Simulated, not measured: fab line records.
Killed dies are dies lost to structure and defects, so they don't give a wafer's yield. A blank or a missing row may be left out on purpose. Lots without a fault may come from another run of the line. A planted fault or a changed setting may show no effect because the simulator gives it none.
fab line records	flow sfq_line
record lots=7	wafers=21	last_day=90
route steps=325 shown I4@170 JJ@178 M5@198 A5B@209 R5@225
lots that met no fault: taken from a fault-free run of the same line
start_h: hours from the record's first day to the start of the lot's first wafer shown	wait_h: hours since the lot's step before	" identical to the entry in the row above	L1.1+2: a single row standing in for several wafers	- value missing, or start not given	* or withheld: withheld	< > ~ a bound
route shown NAME@n: NAME is a module with steps in the file, n the number in the route of the first one	usual: average and standard deviation across the fault-free wafers	same: alike in all rows	chamber/n: place in a boat	sites: the reading at each site	_std_site: the values' standard deviation	_edge_site: the outer-site mean with the inner-site mean subtracted	radius_mm: how far each site lies from the wafer's centre	mask NAME#n: copy n	behind: the most recent tool/chamber to have shaped the wafer	hold: why the lot went on hold/how many hours it stayed there/how the hold came to an end	device: the transistor (n, p or np) that didn't switch	end of line: the same wafers' tests at the end of the route	a step without rows: its recipe alone	killed: at the first sort, the dies lost to defects and structure; wafer yield is something else	map: a wafer's dies, x killed, . not, _ none there
set.NAME: the setting that was run; set.NAME@STEP: the one run at that earlier step	model.NAME: the simulator's own value behind a step, which no gauge read
a table for each step, a row for each wafer; lots at some steps of the route
services: a tool's chamber out of use, with start hour (start_h, from the record's first day; less than 0 if before it), hours out, and reason
## steps
# step SFQ_TRILAYER_I4_VIA_LITHO_EXPOSE_104
# recipe mask_id=I4	na=0.6	source_shape=conventional	sigma_outer=0.65	target_cd_nm=700	dose_mj=21.3
# step SFQ_TRILAYER_I4_VIA_LITHO_PEB_106
# recipe peb_temp_c=115	peb_time_s=60	resist=KrF
# step SFQ_TRILAYER_I4_VIA_LITHO_DEVELOP_105
# recipe time_s=60	resist=KrF
# step SFQ_I4_OVL_MEAS_928
# usual I4_OVL=1/5.9
lot.wafer	tool	chamber	start_h	wait_h	I4_OVL[nm]
L766.1	overlay-02	-	1218.81	0.1	-4
L766.4	"	-	"	"	-6
L766.5	"	-	"	"	-5
L768.2	overlay-02	-	1221.21	0.1	7
L768.3	"	-	"	"	13
L768.6	"	-	"	"	7
L770.3	overlay-02	-	1223.62	0.1	0
L770.4	"	-	"	"	-2
L770.6	"	-	"	"	0
L776.2	overlay-02	-	1399.66	0.1	1
L776.3	"	-	"	"	3
L776.5	"	-	"	"	5
L778.2	overlay-01	-	1410.59	0.1	-8
L778.3	"	-	"	"	-2
L778.5	"	-	"	"	-5
L779.3	overlay-02	-	1416.39	0.1	4
L779.4	"	-	"	"	-2
L779.5	"	-	"	"	0
L780.1	overlay-02	-	1418.78	0.1	-2
L780.3	"	-	"	"	0
L780.6	"	-	"	"	-5
# step SFQ_TRILAYER_I4_VIA_BARC_OPEN_VIA_ETCH_146
# recipe mask_material=PR	chemistry=O2	target_depth_nm=125	target=BARC	source_w=500	bias_w=80	pressure_mtorr=30	time_s=41.7
# step SFQ_TRILAYER_I4_VIA_ETCH_VIA_ETCH_106
# recipe target=SiO2	stop_on=Nb	mask_material=PR	taper_deg=20	chemistry=CHF3	target_depth_nm=260	source_w=500	bias_w=80	pressure_mtorr=30	time_s=withheld
# step SFQ_TRILAYER_I4_VIA_STRIP_STRIP_107
# recipe gas=O2	power_w=200	platen_temp_c=40	overash_fraction=0.65	chemistry=O2	pressure_mtorr=50
# step SFQ_TRILAYER_I4_VIA_STRIP_SOLV_CLEAN_108
# recipe chemistry=NMP	temp_c=70	time_s=600
# step SFQ_TRILAYER_JJ_TRILAYER_DEP_PRE_CLEAN_113
# recipe gas=Ar	time_s=22.5	bias_v=250
# step SFQ_TRILAYER_JJ_TRILAYER_DEP_SPUTTER_109
# recipe material=Nb	base_pressure_pa=1.33e-06	chamber_pressure_pa=0.1333	substrate_temp_c=20	target_thk_nm=150	power_w=2000	time_s=100
# step SFQ_TRILAYER_JJ_TRILAYER_DEP_SPUTTER_110
# recipe material=Al	base_pressure_pa=1.33e-06	target_thk_nm=8	power_w=500	time_s=10	chamber_pressure_pa=0.4
# usual throttle_valve_pct=30.2/1.3
lot.wafer	tool	chamber	start_h	wait_h	throttle_valve_pct
L766.1	pvd_sputter-04	-	1220.47	0.0	31.3
L766.4	"	-	"	"	31.3
L766.5	"	-	"	"	31.3
L768.2	pvd_sputter-04	-	1222.87	0.0	31.4
L768.3	"	-	"	"	28.4
L768.6	"	-	"	"	31.4
L770.3	pvd_sputter-04	-	1225.45	0.0	31.4
L770.4	"	-	"	"	28.2
L770.6	"	-	"	"	31.0
L776.2	pvd_sputter-04	-	1400.72	0.0	31.2
L776.3	"	-	"	"	30.6
L776.5	"	-	"	"	28.5
L778.2	pvd_sputter-03	-	1411.65	0.0	30.9
L778.3	"	-	"	"	28.7
L778.5	"	-	"	"	28.9
L779.3	pvd_sputter-06	-	1417.44	0.0	30.2
L779.4	"	-	"	"	32.0
L779.5	"	-	"	"	31.6
L780.1	pvd_sputter-03	-	1419.84	0.0	30.9
L780.3	"	-	"	"	29.1
L780.6	"	-	"	"	31.0
# step SFQ_TRILAYER_JJ_TRILAYER_DEP_AL_OXIDATION_111
# recipe pressure_mbar=0.014667	oxidation_time_s=600	temperature_k=293
# step SFQ_TRILAYER_JJ_TRILAYER_DEP_SPUTTER_112
# recipe material=Nb	base_pressure_pa=1.33e-06	chamber_pressure_pa=0.1333	substrate_temp_c=20	target_thk_nm=170	power_w=2000	time_s=113.3
# usual throttle_valve_pct=30.2/1.3
lot.wafer	tool	chamber	start_h	wait_h	throttle_valve_pct	model.Nb_of_TRILAYER_JJ_TRILAYER_DEP_SPUTTER_112.thk_nm
L766.1	pvd_sputter-04	-	1221.49	0.5	31.2	169.1
L766.4	"	-	"	"	31.2	251
L766.5	"	-	"	"	31.2	168.6
L768.2	pvd_sputter-04	-	1223.89	0.5	31.4	169.2
L768.3	"	-	"	"	28.1	171.1
L768.6	"	-	"	"	31.4	248
L770.3	pvd_sputter-04	-	1226.47	0.5	31.2	168.3
L770.4	"	-	"	"	28.3	250.2
L770.6	"	-	"	"	31.1	249.5
L776.2	pvd_sputter-04	-	1401.74	0.5	31.1	173
L776.3	"	-	"	"	31.1	169.2
L776.5	"	-	"	"	28.0	169.9
L778.2	pvd_sputter-03	-	1412.67	0.5	31.0	168.1
L778.3	"	-	"	"	28.7	167.9
L778.5	"	-	"	"	28.6	168.9
L779.3	pvd_sputter-06	-	1418.47	0.5	30.4	169.1
L779.4	"	-	"	"	31.8	171.6
L779.5	"	-	"	"	31.4	169.1
L780.1	pvd_sputter-03	-	1420.87	0.5	31.1	167.2
L780.3	"	-	"	"	28.9	166.9
L780.6	"	-	"	"	30.9	167.6
# step SFQ_JJ_RS_MEAS_929
# recipe thk_meas_gauge=four-point-probe	reads=Nb_of_TRILAYER_JJ_TRILAYER_DEP_SPUTTER_112
# usual JJ_NB_RS=1.057/0.017
lot.wafer	tool	chamber	start_h	wait_h	hold	JJ_NB_RS[ohm/sq]
L766.1	film_metro-02	-	1221.57	0.0	await_dispo/0.2h/release	1.052
L766.4	"	-	"	"	await_dispo/0.2h/release	0.707
L766.5	"	-	"	"	await_dispo/0.2h/release	1.055
L766.1	film_metro-02	-	1221.86	0.3	-	1.054
L766.4	"	-	"	"	-	0.707
L766.5	"	-	"	"	-	1.056
L768.2	film_metro-02	-	1223.99	0.1	await_dispo/0.2h/release	1.050
L768.3	"	-	"	"	await_dispo/0.2h/release	1.038
L768.6	"	-	"	"	await_dispo/0.2h/release	0.715
L768.2	film_metro-02	-	1224.28	0.3	-	1.053
L768.3	"	-	"	"	-	1.039
L768.6	"	-	"	"	-	0.716
L770.3	film_metro-02	-	1226.59	0.1	await_dispo/0.2h/release	1.056
L770.4	"	-	"	"	await_dispo/0.2h/release	0.709
L770.6	"	-	"	"	await_dispo/0.2h/release	0.709
L770.3	film_metro-02	-	1226.87	0.3	-	1.057
L770.4	"	-	"	"	-	0.708
L770.6	"	-	"	"	-	0.710
L776.2	film_metro-04	-	1401.84	0.1	-	1.032
L776.3	"	-	"	"	-	1.056
L776.5	"	-	"	"	-	1.051
L778.2	film_metro-01	-	1412.77	0.1	-	1.059
L778.3	"	-	"	"	-	1.062
L778.5	"	-	"	"	-	1.055
L779.3	film_metro-04	-	1418.59	0.1	-	1.055
L779.4	"	-	"	"	-	1.040
L779.5	"	-	"	"	-	1.057
L780.1	film_metro-02	-	1420.95	0.0	-	1.065
L780.3	"	-	"	"	-	1.067
L780.6	"	-	"	"	-	1.063
# step SFQ_TRILAYER_JJ_CE_LITHO_COAT_114
# recipe resist=KrF	spin_rpm=3000	resist_thk_nm=600
# step SFQ_TRILAYER_JJ_CE_LITHO_SOFTBAKE_118
# recipe temp_c=withheld	time_s=withheld	resist=KrF
# step SFQ_TRILAYER_JJ_CE_LITHO_EXPOSE_115
# recipe mask_id=J5	na=0.6	source_shape=conventional	sigma_outer=0.65	target_cd_nm=700	dose_mj=14.4
# step SFQ_TRILAYER_JJ_CE_LITHO_PEB_117
# recipe peb_temp_c=115	peb_time_s=60	resist=KrF
# step SFQ_TRILAYER_JJ_CE_LITHO_DEVELOP_116
# recipe time_s=60	resist=KrF
# step SFQ_JJ_OVL_MEAS_931
# usual J5_OVL=-4/6.9
lot.wafer	tool	chamber	start_h	wait_h	J5_OVL[nm]
L766.1	overlay-01	-	1235.16	0.1	3
L766.4	"	-	"	"	-5
L766.5	"	-	"	"	-8
L768.2	overlay-01	-	1238.65	0.1	-9
L768.3	"	-	"	"	-8
L768.6	"	-	"	"	-13
L770.3	overlay-01	-	1241.17	0.1	-9
L770.4	"	-	"	"	-10
L770.6	"	-	"	"	-6
L776.2	overlay-02	-	1404.25	0.1	-3
L776.3	"	-	"	"	0
L776.5	"	-	"	"	6
L778.2	overlay-02	-	1415.19	0.1	-8
L778.3	"	-	"	"	-6
L778.5	"	-	"	"	-4
L779.3	overlay-01	-	1421.35	0.1	-9
L779.4	"	-	"	"	-12
L779.5	"	-	"	"	-12
L780.1	overlay-01	-	1424.94	0.1	4
L780.3	"	-	"	"	-1
L780.6	"	-	"	"	9
# step SFQ_TRILAYER_JJ_CE_METRO_MEASURE_117
# step SFQ_TRILAYER_JJ_CE_BARC_OPEN_RIE_150
# recipe mask_material=PR	chemistry=O2	target_depth_nm=240	target=BARC	icp_w=600	bias_w=80	pressure_mtorr=10	time_s=80
# usual drypump_motor_current_A=5.6/0.63	oes_product_au=0.538/0.005
lot.wafer	tool	chamber	start_h	wait_h	drypump_motor_current_A	oes_product_au	rf_hours_counter_h
L766.1	rie_metal-01	1	1236.39	1.0	6.7	0.535	100
L766.4	"	1	"	"	6.6	0.538	-
L766.5	"	1	"	"	6.6	0.532	-
L768.2	rie_metal-02	0	1239.88	0.8	5.0	0.539	124
L768.3	"	1	"	"	5.7	0.537	-
L768.6	"	0	"	"	5.0	0.536	-
L770.3	rie_metal-02	1	1242.42	0.6	5.7	0.532	-
L770.4	"	0	"	"	5.0	0.536	-
L770.6	"	1	"	"	5.7	0.530	-
L776.2	rie_metal-02	0	1405.48	0.8	5.0	0.549	7
L776.3	"	1	"	"	5.7	0.541	-
L776.5	"	0	"	"	5.0	0.535	-
L778.2	rie_metal-01	0	1416.42	0.8	5.1	0.540	4
L778.3	"	0	"	"	5.1	0.547	-
L778.5	"	1	"	"	6.6	0.533	-
L779.3	rie_metal-01	0	1422.60	0.6	5.1	0.540	-
L779.4	"	1	"	"	6.7	0.537	-
L779.5	"	0	"	"	5.1	0.537	-
L780.1	rie_metal-02	0	1426.17	1.0	5.0	0.546	10
L780.3	"	1	"	"	5.7	0.541	-
L780.6	"	0	"	"	5.0	0.546	-
# step SFQ_TRILAYER_JJ_CE_ETCH_RIE_118
# recipe target=Nb	stop_on=Al2O3	mask_material=PR	taper_deg=13.257	over_etch_frac=0.15	time_s=97.7	chemistry=SF6	target_depth_nm=170	icp_w=600	bias_w=80	pressure_mtorr=10
# step SFQ_TRILAYER_JJ_ANODIZE_ANODIZE_119
# recipe current_density_ma_cm2=withheld	end_current_density_ma_cm2=withheld	bath_temp_c=withheld
# step SFQ_TRILAYER_JJ_CE_STRIP_STRIP_120
# recipe gas=O2	power_w=200	platen_temp_c=40	overash_fraction=0.65	chemistry=O2	pressure_mtorr=50
# step SFQ_TRILAYER_JJ_CE_STRIP_SOLV_CLEAN_121
# recipe chemistry=NMP	temp_c=70	time_s=600
# step SFQ_TRILAYER_M5_LITHO_COAT_128
# recipe resist=BARC	spin_rpm=3000	resist_thk_nm=62
# step SFQ_TRILAYER_M5_LITHO_COAT_123
# recipe resist=KrF	spin_rpm=3000	resist_thk_nm=600
# step SFQ_TRILAYER_M5_LITHO_SOFTBAKE_127
# recipe temp_c=withheld	time_s=withheld	resist=KrF
# step SFQ_TRILAYER_M5_LITHO_EXPOSE_124
# recipe mask_id=M5	na=0.6	source_shape=conventional	sigma_outer=0.65	target_cd_nm=700	dose_mj=14.4
# step SFQ_TRILAYER_M5_LITHO_PEB_126
# recipe peb_temp_c=115	peb_time_s=60	resist=KrF
# step SFQ_TRILAYER_M5_LITHO_DEVELOP_125
# recipe time_s=60	resist=KrF
# step SFQ_M5_OVL_MEAS_932
# usual M5_OVL=2/5.4
lot.wafer	tool	chamber	start_h	wait_h	M5_OVL[nm]
L766.1	overlay-01	-	1357.78	0.1	6
L766.4	"	-	"	"	1
L766.5	"	-	"	"	8
L768.2	overlay-01	-	1363.78	0.1	-5
L768.3	"	-	"	"	4
L768.6	"	-	"	"	-5
L770.3	overlay-01	-	1369.79	0.1	-3
L770.4	"	-	"	"	6
L770.6	"	-	"	"	10
L776.2	overlay-02	-	1409.39	0.1	7
L776.3	"	-	"	"	-1
L776.5	"	-	"	"	0
L778.2	overlay-01	-	1420.14	0.1	4
L778.3	"	-	"	"	2
L778.5	"	-	"	"	6
L779.3	overlay-01	-	1427.35	0.1	7
L779.4	"	-	"	"	4
L779.5	"	-	"	"	11
L780.1	overlay-01	-	1432.14	0.1	0
L780.3	"	-	"	"	-5
L780.6	"	-	"	"	3
# step SFQ_TRILAYER_M5_BARC_OPEN_METAL_ETCH_161
# recipe mask_material=PR	chemistry=O2	target_depth_nm=125	target=BARC	icp_w=600	bias_w=80	pressure_mtorr=10	time_s=41.7
# step SFQ_TRILAYER_M5_ETCH_METAL_ETCH_126
# recipe target=Nb	stop_on=SiO2	mask_material=PR	over_etch_frac=0.15	time_s=203.2	chemistry=Cl2/BCl3	target_depth_nm=265	icp_w=600	bias_w=80	pressure_mtorr=10
# step SFQ_TRILAYER_M5_STRIP_STRIP_127
# recipe gas=O2	power_w=200	platen_temp_c=40	overash_fraction=0.65	chemistry=O2	pressure_mtorr=50
# usual drypump_motor_current_A=5.6/0.62	oes_product_au=0.999/0.0087
# same overash_fraction=0.65
lot.wafer	tool	chamber	start_h	wait_h	drypump_motor_current_A	oes_product_au	rf_hours_counter_h
L766.1	rie_metal-03	0	1358.07	0.1	5.1	0.982	137
L766.4	"	1	"	"	5.3	0.992	-
L766.5	"	0	"	"	5.1	0.989	-
L768.2	rie_metal-01	1	1364.07	0.1	6.6	0.999	116
L768.3	"	0	"	"	5.1	0.997	-
L768.6	"	1	"	"	6.6	0.997	-
L770.3	rie_metal-03	0	1370.27	0.3	5.1	0.989	-
L770.4	"	1	"	"	5.3	0.990	-
L770.6	"	1	"	"	5.2	0.991	-
L776.2	rie_metal-01	0	1409.67	0.1	5.1	1.005	3
L776.3	"	1	"	"	6.6	1.004	-
L776.5	"	1	"	"	6.6	1.006	-
L778.2	rie_metal-01	1	1420.43	0.1	6.6	0.989	128
L778.3	"	1	"	"	6.6	1.005	-
L778.5	"	1	"	"	6.7	0.999	-
L779.3	rie_metal-04	1	1427.83	0.3	5.8	1.013	-
L779.4	"	0	"	"	5.7	1.020	-
L779.5	"	0	"	"	5.7	1.001	-
L780.1	rie_metal-01	0	1432.43	0.1	5.1	1.011	8
L780.3	"	1	"	"	6.6	0.991	-
L780.6	"	0	"	"	5.1	1.002	-
# step SFQ_TRILAYER_M5_STRIP_SOLV_CLEAN_128
# recipe chemistry=NMP	temp_c=70	time_s=600
# step SFQ_TRILAYER_A5B_DEP_PECVD_129
# recipe material=SiO2	temp_c=150	time_s=133.33	pressure_torr=2.4	rf_w=183.3	precursor=SiH4/N2O	target_thk_nm=600
# usual heater_power_w=94/13	susceptor_temp_C=150.01/0.15	throttle_valve_pct=24.5/1.2
lot.wafer	tool	chamber	start_h	wait_h	heater_power_w	susceptor_temp_C	throttle_valve_pct
L766.1	pecvd-02	0	1358.84	0.0	114	149.97	22.9
L766.4	"	0	"	"	96	149.94	23.1
L766.5	"	2	"	"	95	150.09	24.1
L768.2	pecvd-03	1	1365.05	0.0	91	150.22	26.1
L768.3	"	2	"	"	76	150.10	23.9
L768.6	"	1	"	"	95	150.03	26.1
L770.3	pecvd-03	2	1370.84	0.0	86	149.99	24.1
L770.4	"	1	"	"	93	150.33	26.1
L770.6	"	0	"	"	109	149.78	23.9
L776.2	pecvd-02	2	1410.45	0.0	82	150.29	23.8
L776.3	"	1	"	"	97	150.02	27.0
L776.5	"	1	"	"	81	149.96	27.0
L778.2	pecvd-02	0	1421.20	0.0	101	150.12	23.1
L778.3	"	1	"	"	97	150.31	27.1
L778.5	"	0	"	"	110	150.01	23.1
L779.3	pecvd-02	1	1428.40	0.0	98	149.95	26.8
L779.4	"	1	"	"	80	149.97	27.0
L779.5	"	0	"	"	108	149.85	23.0
L780.1	pecvd-02	1	1433.20	0.0	96	149.88	27.1
L780.3	"	2	"	"	80	150.16	24.4
L780.6	"	0	"	"	112	150.09	23.0
# step SFQ_TRILAYER_A5B_CMP_CMP_130
# recipe stop_on=Nb	down_force_psi=3	platen_rpm=60	target_thk_nm=340.7
# usual motor_current_A=10.4/1.3
lot.wafer	tool	chamber	start_h	wait_h	motor_current_A
L766.4	cmp-02	1	1362.33	3.4	13.3
L766.1	"	2	"	"	9.6
L766.5	"	1	1364.33	5.4	12.7
L768.3	cmp-02	1	1371.33	6.2	12.9
L768.2	"	2	"	"	9.2
L768.6	"	1	1373.33	8.2	12.8
L770.4	cmp-01	3	1376.13	5.2	10.7
L770.3	"	0	"	"	8.7
L770.6	"	3	1378.13	7.2	11.0
L776.3	cmp-02	3	1413.73	3.2	11.7
L776.2	"	0	"	"	9.8
L776.5	"	1	"	"	13.4
L778.2	cmp-02	0	1422.87	1.6	10.3
L778.3	"	1	"	"	13.2
L778.5	"	3	1424.37	3.1	12.3
L779.4	cmp-01	1	1428.99	0.5	9.5
L779.3	"	3	1429.99	1.5	10.2
L779.5	"	1	1430.99	2.5	10.1
L780.3	cmp-01	2	1433.79	0.5	9.6
L780.1	"	3	"	"	10.3
L780.6	"	2	1435.79	2.5	9.9
# step SFQ_TRILAYER_A5B_METRO_MEASURE_131
# step SFQ_TRILAYER_R5_ETCH_METAL_ETCH_139
# recipe stop_on=SiO2	mask_material=PR	chemistry=Cl2	target_depth_nm=60	icp_w=600	bias_w=80	pressure_mtorr=10	time_s=40
# usual drypump_motor_current_A=5.4/0.36	oes_product_au=0.991/0.0056
lot.wafer	tool	chamber	start_h	wait_h	drypump_motor_current_A	oes_product_au	rf_hours_counter_h	model.Nb_of_TRILAYER_JJ_TRILAYER_DEP_SPUTTER_112.thk_nm
L766.1	rie_metal-02	0	1477.83	0.0	5.0	0.991	17	159.2
L766.4	"	1	"	"	5.7	0.978	-	241
L766.5	"	0	"	"	5.0	0.994	-	158.7
L768.2	rie_metal-04	1	1488.63	0.0	5.9	0.998	33	159.1
L768.3	"	1	"	"	5.9	0.997	-	160.8
L768.6	"	0	"	"	5.7	0.994	-	237.8
L770.3	rie_metal-02	0	1497.18	0.0	5.0	0.991	-	158.1
L770.4	"	1	"	"	5.7	0.989	-	240.2
L770.6	"	0	"	"	5.1	0.989	-	239.5
L776.2	rie_metal-04	1	1521.51	0.1	5.9	0.993	-	163
L776.3	"	1	"	"	5.9	0.991	-	159.1
L776.5	"	1	"	"	5.9	0.995	-	159.9
L778.2	rie_metal-02	0	1528.86	0.1	5.0	0.992	-	158.2
L778.3	"	0	"	"	5.0	0.988	-	157.9
L778.5	"	0	"	"	5.1	0.996	-	158.8
L779.3	rie_metal-04	1	1534.98	0.1	5.9	0.989	-	158.9
L779.4	"	1	"	"	5.9	0.993	-	161.4
L779.5	"	1	"	"	5.8	0.997	-	158.9
L780.1	rie_metal-03	1	1536.08	0.0	5.2	0.983	0	157.3
L780.3	"	1	"	"	5.2	0.991	-	157
L780.6	"	1	"	"	5.3	0.987	-	157.7
## services
tool	chamber	start_h	hours	kind
rie_metal-03	0	1207.70	26.1	repair
cmp-02	-	1223.97	5.5	pm
rie_metal-04	1	1247.15	10.7	repair
pecvd-02	-	1247.78	2.5	repair
rie_metal-01	-	1251.34	14.6	pm
rie_metal-04	-	1253.74	14.6	pm
cmp-01	-	1255.42	5.7	pm
cmp-02	-	1263.22	4.0	pm
pvd_sputter-03	-	1284.03	39.2	repair
rie_metal-04	-	1294.26	2.8	pm
rie_metal-02	-	1311.20	3.3	repair
cmp-01	-	1315.27	2.0	repair
pvd_sputter-04	-	1361.43	6.2	repair
rie_metal-04	-	1379.08	0.6	repair
rie_metal-04	-	1392.37	6.5	repair
rie_metal-02	-	1403.08	1.4	pm
cmp-02	-	1442.72	2.9	repair
pvd_sputter-04	-	1445.46	5.4	repair
cmp-02	-	1459.98	0.5	repair
pecvd-02	-	1465.59	14.6	pm
cmp-02	-	1471.30	0.6	repair
pecvd-02	-	1482.57	0.9	repair
rie_metal-04	0	1516.64	23.1	repair
cmp-02	-	1527.41	10.0	pm
## key
first_sign step=SFQ_JJ_RS_MEAS_929	reading=visit	direction=added
effect step=SFQ_JJ_RS_MEAS_929	reading=JJ_NB_RS	direction=down	sigmas=21	usual=1.057	struck=0.710
model_effect step=SFQ_TRILAYER_JJ_TRILAYER_DEP_SPUTTER_112	value=Nb_of_TRILAYER_JJ_TRILAYER_DEP_SPUTTER_112.thk_nm	without=170.2	struck=249.7
model_effect step=SFQ_TRILAYER_R5_ETCH_METAL_ETCH_139	value=Nb_of_TRILAYER_JJ_TRILAYER_DEP_SPUTTER_112.thk_nm	without=160.2	struck=239.6
met_at SFQ_TRILAYER_JJ_TRILAYER_DEP_SPUTTER_112
struck_wafers L766.4,L768.6,L770.4,L770.6
fault kind=process_parameter_drift	tool=pvd_sputter-04	chamber=-	onset_h=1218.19	steps=SFQ_TRILAYER_JJ_TRILAYER_DEP_SPUTTER_112	channel=target_thk_nm	offset=79.441	shape=step	end_h=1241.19	scope=struck_wafers_only	acts_in=these_recipes_only	stated=170
